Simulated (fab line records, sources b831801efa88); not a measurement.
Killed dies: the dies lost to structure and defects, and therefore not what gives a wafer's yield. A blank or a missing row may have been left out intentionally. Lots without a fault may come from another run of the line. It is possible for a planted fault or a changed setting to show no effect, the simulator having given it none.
Which tool did it? :: flow sky130 :: 11 lots (33 wafers sampled), 1 step of a 708-step route

WHAT EACH GAUGE READ, for each wafer
SKY_VIA2_BOW_MEAS_03.
lot: L919
measured: day 35 10:41
on: film-metro-03
VIA2_BOW (um): 93 87 80

lot: L921
measured: day 36 05:40
on: film-metro-02
VIA2_BOW (um): 91 83 93

lot: L924
measured: day 37 16:47
on: film-metro-02
VIA2_BOW (um): 83 76 86

lot: L926
measured: day 38 11:05
on: film-metro-02
VIA2_BOW (um): 88 91 90

lot: L930
measured: day 39 02:06
on: film-metro-03
VIA2_BOW (um): 80 91 88

lot: L929
measured: day 39 08:22
on: film-metro-02
VIA2_BOW (um): 87 83 87

lot: L931
measured: day 39 19:05
on: film-metro-01
VIA2_BOW (um): 83 85 77

lot: L937
measured: day 41 07:41
on: film-metro-02
VIA2_BOW (um): 79 75 91

lot: L939
measured: day 42 01:02
on: film-metro-03
VIA2_BOW (um): 80 85 85

lot: L941
measured: day 42 16:02
on: film-metro-02
VIA2_BOW (um): 97 101 84

lot: L940
measured: day 42 16:56
on: film-metro-02
VIA2_BOW (um): 82 101 92

EACH LOT AND THE TOOL THAT RAN IT (in order: tool; ch and the chambers of the sampled wafers; start)
No process step before these readings appears in the record.

THE ANSWER, worked out from the rows above alone
Rule: the usual values come from the lots themselves. The widest of any qualifying gaps counts: lots, ordered by their means at a reading, are off when they make up no more than a third of the lots, leave a main group of 4 or more, and stand apart from it by 3 or more times the standard deviation of that group's means. The tables above print the reading to a certain number of digits; a main group whose means all agree to those digits is not used. A lot without any number at a reading at which 4 lots or more have one is off too. All remaining lots with rows at the step are treated as sound.
Across all readings shown, no lot is off: no conclusion can be drawn from this.

WHAT HAD BEEN PUT IN BY THE SIMULATOR
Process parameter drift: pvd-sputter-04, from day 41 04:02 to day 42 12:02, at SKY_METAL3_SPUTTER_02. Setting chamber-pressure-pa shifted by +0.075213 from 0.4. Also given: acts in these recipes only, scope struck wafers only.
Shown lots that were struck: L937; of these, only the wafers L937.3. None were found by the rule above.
